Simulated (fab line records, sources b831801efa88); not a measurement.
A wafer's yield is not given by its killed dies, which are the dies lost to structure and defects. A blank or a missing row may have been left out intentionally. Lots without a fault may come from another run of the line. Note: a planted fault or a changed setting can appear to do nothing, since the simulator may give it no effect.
fab line records ; flow gf180mcu
record lots=13; wafers=39; last_day=34
route steps=602 shown STI@4 M2@377 V3@444
lots that met no fault: from a run of the same line without faults
start_h: hours from the record's opening day to when the first of the lot's shown wafers began ; wait_h: hours since the lot's step before ; " as in the row above ; L1.1+2: a row that stands for several wafers ; - value missing, or start not given ; * or withheld: withheld ; < > ~ a bound
route shown NAME@n: NAME is a module with steps in the file, n the number in the route of the first one ; usual: mean/standard deviation taken from wafers without a fault ; same: alike in all rows ; chamber/n: place in a boat ; sites: each site's reading ; _std_site: standard deviation of those values ; _edge_site: the outer-site mean with the inner-site mean subtracted ; radius_mm: for every site, how far away it sits from the centre of the wafer ; mask NAME#n: copy n ; behind: the last tool/chamber to shape the wafer ; hold: reason for holding the lot/hours on hold/outcome of the hold ; device: names the non-switching transistor (n, p or np) ; end of line: at the end of the route, the tests of the same wafers ; a step without rows: its recipe alone ; killed: at the first sort, the dies lost to defects and structure; wafer yield is something else ; map: dies across one wafer; x = killed, . = not, _ = none there
set.NAME: the run value of the setting; set.NAME@STEP: its run value at that earlier step ; model.NAME: the simulator's own value behind a step, which no gauge read
one table for each step of the route and one row for each wafer, over a sample of lots
services: from which hour (start_h, from the record's first day; less than 0 if before it) a tool's chamber was out of use, for how many hours, and why
## steps
# step GF_STI_CVD_03
# recipe material=Si3N4; precursor=DCS/NH3; target_thk_nm=207.16; temp_c=770; time_s=3551; pressure_mtorr=250
lot.wafer;tool;chamber;start_h;wait_h
L736.2+3+6;lpcvd-01;0;11.57;0.0
L738.1+4+5;lpcvd-01;0;22.16;0.1
L739.1+3+5;lpcvd-02;0;26.57;0.1
L740.2+3+4;lpcvd-02;0;32.93;0.1
L741.1+2+5;lpcvd-01;0;36.57;0.1
L743.4+5+6;lpcvd-02;0;46.73;0.0
L744.2+3+6;lpcvd-01;0;51.57;0.0
L745.1+2+5;lpcvd-02;0;57.94;0.1
L746.2+5+6;lpcvd-02;0;62.28;0.0
L756.1+3+6;lpcvd-01;0;112.60;0.1
L757.1+3+6;lpcvd-01;1;117.00;0.1
L758.2+4+5;lpcvd-01;1;121.61;0.0
L759.3+4+5;lpcvd-02;1;126.57;0.0
# step GF_STI_THK_MEAS_04
# recipe reads=Si3N4_of_STI_CVD_03
# usual STI_CVD_03_THK=207.2/1.6
lot.wafer;tool;chamber;start_h;wait_h;STI_CVD_03_THK[nm]
L736.2;film_metro-03;-;13.57;0.0;210.5
L736.3;film_metro-03;-;13.57;0.0;209.4
L736.6;film_metro-03;-;13.57;0.0;210.1
L738.1;film_metro-02;-;25.14;0.0;207.5
L738.4;film_metro-02;-;25.14;0.0;208.5
L738.5;film_metro-02;-;25.14;0.0;206.6
L739.1;film_metro-04;-;28.56;0.0;205.8
L739.3;film_metro-04;-;28.56;0.0;206.4
L739.5;film_metro-04;-;28.56;0.0;206.4
L740.2;film_metro-03;-;34.92;0.0;207.5
L740.3;film_metro-03;-;34.92;0.0;206.5
L740.4;film_metro-03;-;34.92;0.0;206.9
L741.1;film_metro-04;-;38.56;0.0;208.6
L741.2;film_metro-04;-;38.56;0.0;210.0
L741.5;film_metro-04;-;38.56;0.0;208.9
L743.4;film_metro-03;-;48.74;0.0;236.4
L743.5;film_metro-03;-;48.74;0.0;237.2
L743.6;film_metro-03;-;48.74;0.0;235.5
L744.2;film_metro-03;-;53.57;0.0;204.8
L744.3;film_metro-03;-;53.57;0.0;206.8
L744.6;film_metro-03;-;53.57;0.0;204.2
L745.1;film_metro-02;-;59.93;0.0;234.6
L745.2;film_metro-02;-;59.93;0.0;233.5
L745.5;film_metro-02;-;59.93;0.0;231.4
L746.2;film_metro-02;-;64.28;0.0;235.8
L746.5;film_metro-02;-;64.28;0.0;235.9
L746.6;film_metro-02;-;64.28;0.0;237.2
L756.1;film_metro-03;-;115.58;0.0;207.0
L756.3;film_metro-03;-;115.58;0.0;207.0
L756.6;film_metro-03;-;115.58;0.0;206.4
L757.1;film_metro-02;-;119.98;0.0;206.6
L757.3;film_metro-02;-;119.98;0.0;207.8
L757.6;film_metro-02;-;119.98;0.0;208.0
L758.2;film_metro-02;-;124.60;0.0;209.3
L758.4;film_metro-02;-;124.60;0.0;207.8
L758.5;film_metro-02;-;124.60;0.0;207.9
L759.3;film_metro-02;-;128.58;0.0;208.1
L759.4;film_metro-02;-;128.58;0.0;207.6
L759.5;film_metro-02;-;128.58;0.0;207.6
# step GF_STI_ETCH_13
# recipe chemistry=CHF3/O2; stop_on=Si; over_etch_frac=0.3; target_depth_a=2823.1; source_w=600; bias_w=200; pressure_mtorr=40; chf3_flow_sccm=50; O2_flow_sccm=5; time_s=112.9
# usual drypump_motor_current_A=5.9/0.55; oes_product_au=0.832/0.0059; throttle_valve_pct=8.809/0.0097
lot.wafer;tool;chamber;start_h;wait_h;drypump_motor_current_A;oes_product_au;rf_hours_counter_h;throttle_valve_pct
L736.2;rie_diel-04;3;25.59;0.1;5.3;0.834;169;8.814
L736.3;rie_diel-04;1;25.59;0.1;4.6;0.840;146;8.815
L736.6;rie_diel-04;1;25.59;0.1;4.6;0.834;-;8.798
L738.1;rie_diel-01;3;37.29;0.1;6.1;0.832;152;8.809
L738.4;rie_diel-01;2;37.29;0.1;6.5;0.823;87;8.808
L738.5;rie_diel-01;3;37.29;0.1;6.1;0.837;-;8.808
L739.1;rie_diel-02;0;40.39;0.1;5.6;0.830;130;8.813
L739.3;rie_diel-02;3;40.39;0.1;5.2;0.829;94;8.815
L739.5;rie_diel-02;2;40.39;0.1;5.7;0.836;-;8.796
L740.2;rie_diel-01;2;47.07;0.1;6.5;0.833;87;8.802
L740.3;rie_diel-01;0;47.07;0.1;6.0;0.826;19;8.824
L740.4;rie_diel-01;3;47.07;0.1;6.1;0.845;152;8.811
L741.1;rie_diel-01;1;50.62;0.1;6.5;0.835;63;8.813
L741.2;rie_diel-01;0;50.62;0.1;6.0;0.844;19;8.792
L741.5;rie_diel-01;0;50.62;0.1;6.0;0.831;-;8.819
L743.4;rie_diel-02;2;61.28;0.1;5.7;0.894;-;8.836
L743.5;rie_diel-02;0;61.28;0.1;5.7;0.895;-;8.820
L743.6;rie_diel-02;1;61.28;0.1;6.4;0.896;-;8.830
L744.2;rie_diel-01;2;66.32;0.1;6.6;0.835;88;8.829
L744.3;rie_diel-01;1;66.32;0.1;6.5;0.833;64;8.805
L744.6;rie_diel-01;3;66.32;0.1;6.1;0.827;-;8.814
L745.1;rie_diel-04;3;73.14;0.1;5.3;0.891;171;8.830
L745.2;rie_diel-04;0;73.14;0.1;6.1;0.891;84;8.831
L745.5;rie_diel-04;1;73.14;0.1;4.6;0.881;-;8.818
L746.2;rie_diel-01;0;77.54;0.1;6.0;0.899;20;8.830
L746.5;rie_diel-01;3;77.54;0.1;6.1;0.897;-;8.831
L746.6;rie_diel-01;2;77.54;0.1;6.6;0.901;-;8.839
L756.1;rie_diel-02;0;130.62;0.1;5.7;0.835;132;8.798
L756.3;rie_diel-02;3;130.62;0.1;5.2;0.832;96;8.822
L756.6;rie_diel-02;3;130.62;0.1;5.2;0.834;-;8.802
L757.1;rie_diel-02;1;134.79;0.1;6.4;0.830;101;8.811
L757.3;rie_diel-02;2;134.79;0.1;5.6;0.829;63;8.797
L757.6;rie_diel-02;0;134.79;0.1;5.7;0.835;-;8.806
L758.2;rie_diel-04;2;140.04;0.1;5.8;0.836;4;8.803
L758.4;rie_diel-04;3;140.04;0.1;5.3;0.831;0;8.815
L758.5;rie_diel-04;3;140.04;0.1;5.3;0.836;-;8.792
L759.3;rie_diel-02;1;143.19;0.1;6.4;0.839;101;8.790
L759.4;rie_diel-02;0;143.19;0.1;5.7;0.825;132;8.807
L759.5;rie_diel-02;3;143.19;0.1;5.2;0.825;-;8.802
# step GF_M2_OVL_MEAS_15
# usual M2_OVL=3/5.5
lot.wafer;tool;chamber;start_h;wait_h;M2_OVL[nm]
L736.2;overlay-01;-;431.79;0.1;-2
L736.3;overlay-01;-;431.79;0.1;-1
L736.6;overlay-01;-;431.79;0.1;2
L738.1;overlay-01;-;455.44;0.1;0
L738.4;overlay-01;-;455.44;0.1;-4
L738.5;overlay-01;-;455.44;0.1;0
L739.1;overlay-01;-;467.74;0.1;-1
L739.3;overlay-01;-;467.74;0.1;7
L739.5;overlay-01;-;467.74;0.1;5
L740.2;overlay-02;-;473.24;0.1;7
L740.3;overlay-02;-;473.24;0.1;3
L740.4;overlay-02;-;473.24;0.1;9
L741.1;overlay-02;-;482.54;0.1;-8
L741.2;overlay-02;-;482.54;0.1;-3
L741.5;overlay-02;-;482.54;0.1;-6
L743.4;overlay-02;-;502.60;0.1;4
L743.5;overlay-02;-;502.60;0.1;2
L743.6;overlay-02;-;502.60;0.1;5
L744.2;overlay-02;-;519.69;0.1;11
L744.3;overlay-02;-;519.69;0.1;4
L744.6;overlay-02;-;519.69;0.1;7
L745.1;overlay-02;-;541.28;0.1;9
L745.2;overlay-02;-;541.28;0.1;-1
L745.5;overlay-02;-;541.28;0.1;12
L746.2;overlay-02;-;543.84;0.1;7
L746.5;overlay-02;-;543.84;0.1;-3
L746.6;overlay-02;-;543.84;0.1;5
L756.1;overlay-01;-;605.96;0.1;3
L756.3;overlay-01;-;605.96;0.1;5
L756.6;overlay-01;-;605.96;0.1;-3
L757.1;overlay-02;-;615.23;0.1;14
L757.3;overlay-02;-;615.23;0.1;12
L757.6;overlay-02;-;615.23;0.1;6
L758.2;overlay-02;-;623.04;0.1;1
L758.4;overlay-02;-;623.04;0.1;-2
L758.5;overlay-02;-;623.04;0.1;-4
L759.3;overlay-02;-;627.25;0.1;-3
L759.4;overlay-02;-;627.25;0.1;2
L759.5;overlay-02;-;627.25;0.1;-11
# step GF_V3_OVL_MEAS_15
# usual V3_OVL=-1/5.4
lot.wafer;tool;chamber;start_h;wait_h;V3_OVL[nm]
L736.2;overlay-02;-;508.97;0.1;-5
L736.3;overlay-02;-;508.97;0.1;-1
L736.6;overlay-02;-;508.97;0.1;-9
L738.1;overlay-02;-;530.11;0.1;-1
L738.4;overlay-02;-;530.11;0.1;-12
L738.5;overlay-02;-;530.11;0.1;3
L739.1;overlay-01;-;542.19;0.1;3
L739.3;overlay-01;-;542.19;0.1;4
L739.5;overlay-01;-;542.19;0.1;9
L740.2;overlay-01;-;547.89;0.1;-4
L740.3;overlay-01;-;547.89;0.1;0
L740.4;overlay-01;-;547.89;0.1;-8
L741.1;overlay-02;-;556.48;0.1;-7
L741.2;overlay-02;-;556.48;0.1;0
L741.5;overlay-02;-;556.48;0.1;-10
L743.4;overlay-02;-;575.83;0.1;1
L743.5;overlay-02;-;575.83;0.1;-3
L743.6;overlay-02;-;575.83;0.1;7
L744.2;overlay-01;-;591.69;0.1;11
L744.3;overlay-01;-;591.69;0.1;-4
L744.6;overlay-01;-;591.69;0.1;1
L745.1;overlay-02;-;610.59;0.1;0
L745.2;overlay-02;-;610.59;0.1;-7
L745.5;overlay-02;-;610.59;0.1;-2
L746.2;overlay-01;-;612.54;0.1;-7
L746.5;overlay-01;-;612.54;0.1;-6
L746.6;overlay-01;-;612.54;0.1;-14
L756.1;overlay-01;-;670.29;0.1;10
L756.3;overlay-01;-;670.29;0.1;7
L756.6;overlay-01;-;670.29;0.1;-2
L757.1;overlay-01;-;678.39;0.1;-3
L757.3;overlay-01;-;678.39;0.1;-2
L757.6;overlay-01;-;678.39;0.1;-12
L758.2;overlay-01;-;685.64;0.1;-4
L758.4;overlay-01;-;685.64;0.1;-4
L758.5;overlay-01;-;685.64;0.1;-2
L759.3;overlay-02;-;690.49;0.1;-7
L759.4;overlay-02;-;690.49;0.1;-5
L759.5;overlay-02;-;690.49;0.1;-5
# step GF_V3_CMP_26
# recipe stop_on=SiO2; down_force_psi=3.5; platen_rpm=60; t_overpolish_s=15; target_thk_nm=0; pad_velocity_m_s=0.94248
# usual motor_current_A=10.8/0.91; overpolish_run_s=15.000/0.0086; time_to_endpoint_s=85/3.5
lot.wafer;tool;chamber;start_h;wait_h;motor_current_A;overpolish_run_s;time_to_endpoint_s
L736.3;cmp-02;0;510.11;0.1;9.2;14.997;89
L736.2;cmp-02;2;510.11;0.1;12.1;15.006;81
L736.6;cmp-02;3;510.11;0.1;10.3;15.017;90
L738.1;cmp-02;0;531.30;0.1;9.2;15.010;91
L738.4;cmp-02;1;531.30;0.1;9.2;15.006;86
L738.5;cmp-02;3;531.30;0.1;9.8;15.007;88
L739.3;cmp-01;3;543.28;0.0;12.0;15.005;86
L739.1;cmp-01;2;543.28;0.0;10.6;15.002;88
L739.5;cmp-01;3;543.28;0.0;11.2;15.015;83
L740.2;cmp-01;3;548.98;0.0;11.5;15.015;82
L740.4;cmp-01;0;548.98;0.0;10.6;15.001;86
L740.3;cmp-01;2;548.98;0.0;11.0;15.007;84
L741.1;cmp-01;2;557.62;0.1;11.2;15.007;98
L741.2;cmp-01;0;557.62;0.1;10.2;14.996;90
L741.5;cmp-01;1;557.62;0.1;12.0;14.990;87
L743.4;cmp-01;3;577.05;0.2;11.6;14.997;83
L743.5;cmp-01;0;577.05;0.2;10.4;14.996;87
L743.6;cmp-01;1;577.05;0.2;11.5;14.993;83
L744.3;cmp-02;2;592.81;0.0;11.9;14.992;75
L744.2;cmp-02;0;592.81;0.0;9.4;15.006;86
L744.6;cmp-02;3;592.81;0.0;10.2;14.996;83
L745.2;cmp-01;0;611.73;0.1;11.1;14.992;83
L745.1;cmp-01;1;611.73;0.1;12.0;15.003;82
L745.5;cmp-01;0;611.73;0.1;10.6;15.010;87
L746.2;cmp-01;1;613.67;0.1;11.1;15.016;82
L746.6;cmp-01;0;613.67;0.1;11.2;14.991;91
L746.5;cmp-01;1;613.67;0.1;11.7;14.992;81
L756.3;cmp-01;3;671.41;0.0;11.7;14.987;87
L756.1;cmp-01;2;671.41;0.0;10.7;15.015;88
L756.6;cmp-01;3;671.41;0.0;11.6;15.005;85
L757.1;cmp-02;2;679.51;0.1;11.1;15.011;78
L757.3;cmp-02;0;679.51;0.1;9.2;15.004;88
L757.6;cmp-02;3;679.51;0.1;10.0;15.000;84
L758.2;cmp-02;0;686.82;0.1;9.1;14.996;89
L758.4;cmp-02;2;686.82;0.1;11.8;14.972;85
L758.5;cmp-02;0;686.82;0.1;9.4;14.993;87
L759.3;cmp-01;1;691.62;0.1;11.4;14.997;85
L759.4;cmp-01;3;691.62;0.1;11.3;14.995;85
L759.5;cmp-01;1;691.62;0.1;12.1;15.007;83
## services
tool;chamber;start_h;hours;kind
cmp-01;-;64.00;4.0;pm
cmp-01;-;129.67;2.7;repair
cmp-01;-;174.59;21.2;pm
cmp-01;-;200.63;0.3;repair
cmp-01;-;221.44;3.3;pm
cmp-01;-;228.31;4.6;pm
cmp-01;-;259.51;1.2;repair
cmp-01;-;268.08;1.2;repair
cmp-01;-;274.63;0.4;repair
lpcvd-01;-;295.26;0.6;repair
cmp-01;-;296.09;0.9;repair
cmp-01;-;309.65;0.7;repair
cmp-01;-;318.37;0.9;repair
cmp-01;-;323.23;3.6;repair
cmp-01;-;354.44;1.3;repair
cmp-01;-;377.93;0.4;repair
cmp-01;-;397.91;0.5;repair
cmp-01;-;404.00;4.0;pm
cmp-01;-;438.16;0.7;repair
cmp-01;-;584.21;2.3;repair
cmp-01;-;597.31;5.2;pm
cmp-01;-;604.11;1.0;repair
cmp-01;-;628.39;4.1;repair
cmp-01;-;662.90;0.9;repair
## key
first_sign step=GF_STI_THK_MEAS_04; reading=STI_CVD_03_THK; direction=up; sigmas=17; usual=207.2; struck=235.3
effect step=GF_STI_ETCH_13; reading=oes_product_au; direction=up; sigmas=10; usual=0.832; struck=0.894
met_at GF_STI_CVD_03
struck_lots L743,L745,L746
struck_wafers L743.4,L743.5,L743.6,L745.1,L745.2,L745.5,L746.2,L746.5,L746.6
tester_left_out L743,L745,L746
not_acting_at GF_M2_OVL_MEAS_15,GF_V3_OVL_MEAS_15,GF_V3_CMP_26
onset_between 32.93 46.73
fault kind=process_parameter_drift; tool=lpcvd-02; chamber=0; onset_h=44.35; steps=GF_STI_CVD_03; channel=time_s; offset=*; shape=step; end_h=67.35; acts_in=*; stated=*
# tester_left_out: of these lots the tester's yield and bins aren't shown, on N5 and GAA mostly nor the transistor test; their killed dies are dies lost to structure and defects alone, not to doping, threshold or leakage, so they don't give the yield
